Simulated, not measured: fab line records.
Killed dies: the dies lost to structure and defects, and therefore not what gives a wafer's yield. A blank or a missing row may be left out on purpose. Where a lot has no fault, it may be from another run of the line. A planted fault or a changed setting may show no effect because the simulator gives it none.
Chamber matching / flow sky130 / SKY_VIA1_ETCH_15 on rie diel-01: 4 sister chambers
The step etches SiO2 in C4F8/O2/Ar, stops on TiN, target depth 351 nm, time 54 s. 4 wafers are shown with their chamber, then 12 later ones without.

## WAFERS, EACH WITH ITS CHAMBER
wafer=L079.6; chamber=3; oes product au (a.u.)=0.987
wafer=L086.3; chamber=2; oes product au (a.u.)=0.988
wafer=L085.5; chamber=1; oes product au (a.u.)=0.976
wafer=L085.6; chamber=0; oes product au (a.u.)=0.984

## WAFERS WITHOUT THEIR CHAMBER
wafer=L087.1; oes product au (a.u.)=0.977
wafer=L087.4; oes product au (a.u.)=0.980
wafer=L087.6; oes product au (a.u.)=0.984
wafer=L089.1; oes product au (a.u.)=0.980
wafer=L089.3; oes product au (a.u.)=0.985
wafer=L089.6; oes product au (a.u.)=0.982
wafer=L092.2; oes product au (a.u.)=0.994
wafer=L092.4; oes product au (a.u.)=0.982
wafer=L092.6; oes product au (a.u.)=0.975
wafer=L095.1; oes product au (a.u.)=0.977
wafer=L095.3; oes product au (a.u.)=0.980
wafer=L095.5; oes product au (a.u.)=0.992

## EACH ONE'S CHAMBER
wafer=L087.1; from the rows above=can't be placed: 1 or 0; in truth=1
wafer=L087.4; from the rows above=can't be placed: 0 or 1 or 3 or 2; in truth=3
wafer=L087.6; from the rows above=can't be placed: 0 or 3 or 2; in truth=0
wafer=L089.1; from the rows above=can't be placed: 0 or 1 or 3 or 2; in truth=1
wafer=L089.3; from the rows above=can't be placed: 0 or 3 or 2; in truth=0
wafer=L089.6; from the rows above=can't be placed: 0 or 3 or 1 or 2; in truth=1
wafer=L092.2; from the rows above=can't be placed: 2 or 3 or 0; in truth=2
wafer=L092.4; from the rows above=can't be placed: 0 or 3 or 1 or 2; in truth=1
wafer=L092.6; from the rows above=1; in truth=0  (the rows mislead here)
wafer=L095.1; from the rows above=can't be placed: 1 or 0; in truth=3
wafer=L095.3; from the rows above=can't be placed: 0 or 1 or 3 or 2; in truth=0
wafer=L095.5; from the rows above=can't be placed: 2 or 3 or 0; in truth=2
Correctly placed: 0 of 12. From these rows, 11 cannot be placed; in 10 the true chamber is one of the candidates. 1 placed wrongly.
How it was worked out, from the rows above alone: a wafer's distance from a chamber is the root of the sum, over the readings, of the square of ((its reading less the chamber's mean) divided by the reading's scatter). If the next closest chamber is less than 2 further off than the closest, the wafer can't be placed; otherwise it belongs to the closest. For every chamber, the mean is computed from those of its wafers that are shown. The scatter: root of mean squared gap, hidden wafer to nearest shown wafer, with one shown wafer a chamber.
